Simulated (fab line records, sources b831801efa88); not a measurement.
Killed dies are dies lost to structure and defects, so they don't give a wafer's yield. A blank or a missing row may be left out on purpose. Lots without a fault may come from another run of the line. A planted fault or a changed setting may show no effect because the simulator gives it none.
Chamber matching | flow gf180mcu | GF_V2_CMP_26 on cmp-01: 4 sister chambers
The step polishes, stops on SiO2, t overpolish 15 s, target thk 0 nm. 27 wafers are shown with their chamber, then 12 later ones without.

WAFERS WITH THEIR CHAMBER
wafer  | chamber | motor_current_A (A) | time_to_endpoint_s (s) | overpolish_run_s (s)
L075.1 | 2       | 10.0                | 83                     | 15.002
L075.4 | 1       | 10.9                | 87                     | 15.000
L075.6 | 1       | 11.8                | 88                     | 15.000
L076.1 | 0       | 9.9                 | 85                     | 15.001
L076.5 | 0       | 10.1                | 86                     | 15.003
L076.6 | 3       | 11.6                | 87                     | 14.997
L079.1 | 3       | 12.1                | 85                     | 15.007
L079.2 | 2       | 10.0                | 82                     | 14.996
L079.4 | 0       | 10.4                | 87                     | 14.995
L081.1 | 3       | 12.7                | 85                     | 15.012
L081.3 | 2       | 9.8                 | 85                     | 15.000
L081.6 | 2       | 10.3                | 82                     | 14.994
L084.2 | 1       | 11.3                | 86                     | 15.005
L084.4 | 0       | 10.3                | 87                     | 15.005
L084.6 | 2       | 10.5                | 83                     | 15.005
L085.1 | 2       | 9.7                 | 77                     | 15.000
L085.3 | 0       | 10.8                | 84                     | 15.001
L085.6 | 2       | 10.0                | 78                     | 14.995
L086.1 | 2       | 9.8                 | 83                     | 14.991
L086.3 | 1       | 11.4                | 86                     | 14.997
L086.5 | 2       | 10.2                | 81                     | 15.002
L087.2 | 0       | 9.9                 | 85                     | 14.997
L087.3 | 1       | 11.9                | 80                     | 14.979
L087.6 | 1       | 10.7                | 83                     | 14.993
L088.4 | 3       | 12.0                | 89                     | 14.979
L088.5 | 1       | 11.5                | 86                     | 14.995
L088.6 | 0       | 10.6                | 90                     | 14.997

SIGNATURES (means of the wafers above)
reading            | chamber 0 | chamber 1 | chamber 2 | chamber 3 | scatter within a chamber
motor_current_A    | 10.286    | 11.357    | 10.033    | 12.100    | 0.363
time_to_endpoint_s | 86.29     | 85.14     | 81.56     | 86.50     | 2.39
overpolish_run_s   | 14.99986  | 14.99557  | 14.99833  | 14.99875  | 0.0075
Rule: a wafer's distance from a chamber is the root of the sum, over the readings, of the square of ((its reading less the chamber's mean) divided by the reading's scatter). The wafer belongs to the nearest chamber; if the next one is less than 2 further off, it can't be placed. The scatter: the root of (the sum of the squares of (reading less its chamber's mean) over the shown wafers, divided by (wafers less chambers)).

WAFERS WITHOUT THEIR CHAMBER
wafer  | motor_current_A (A) | time_to_endpoint_s (s) | overpolish_run_s (s)
L089.1 | 9.8                 | 80                     | 14.990
L089.2 | 10.1                | 87                     | 14.992
L089.3 | 12.3                | 86                     | 14.988
L090.1 | 11.6                | 84                     | 15.008
L090.2 | 9.5                 | 86                     | 14.994
L090.3 | 11.6                | 87                     | 14.997
L093.2 | 12.3                | 84                     | 14.999
L093.3 | 10.1                | 77                     | 15.004
L093.6 | 12.2                | 83                     | 15.002
L096.3 | 10.0                | 83                     | 15.003
L096.4 | 11.2                | 79                     | 14.992
L096.6 | 12.2                | 85                     | 14.989

WHICH CHAMBER EACH WENT THROUGH
wafer  | from the rows above               | in truth
L089.1 | can't be placed: 2 or 0           | 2
L089.2 | can't be placed: 0 or 2           | 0
L089.3 | can't be placed: 3 or 1           | 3
L090.1 | can't be placed: 1 or 3           | 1
L090.2 | can't be placed: 0 or 2           | 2
L090.3 | can't be placed: 1 or 3           | 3
L093.2 | can't be placed: 3 or 1           | 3
L093.3 | can't be placed: 2 or 0           | 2
L093.6 | can't be placed: 3 or 1           | 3
L096.3 | can't be placed: 2 or 0           | 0
L096.4 | can't be placed: 1 or 2 or 0 or 3 | 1
L096.6 | can't be placed: 3 or 1           | 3
Placed correctly: 0 of 12. Can't be placed from these rows: 12 (the true chamber is among the candidates in 12). Placed wrongly: 0.
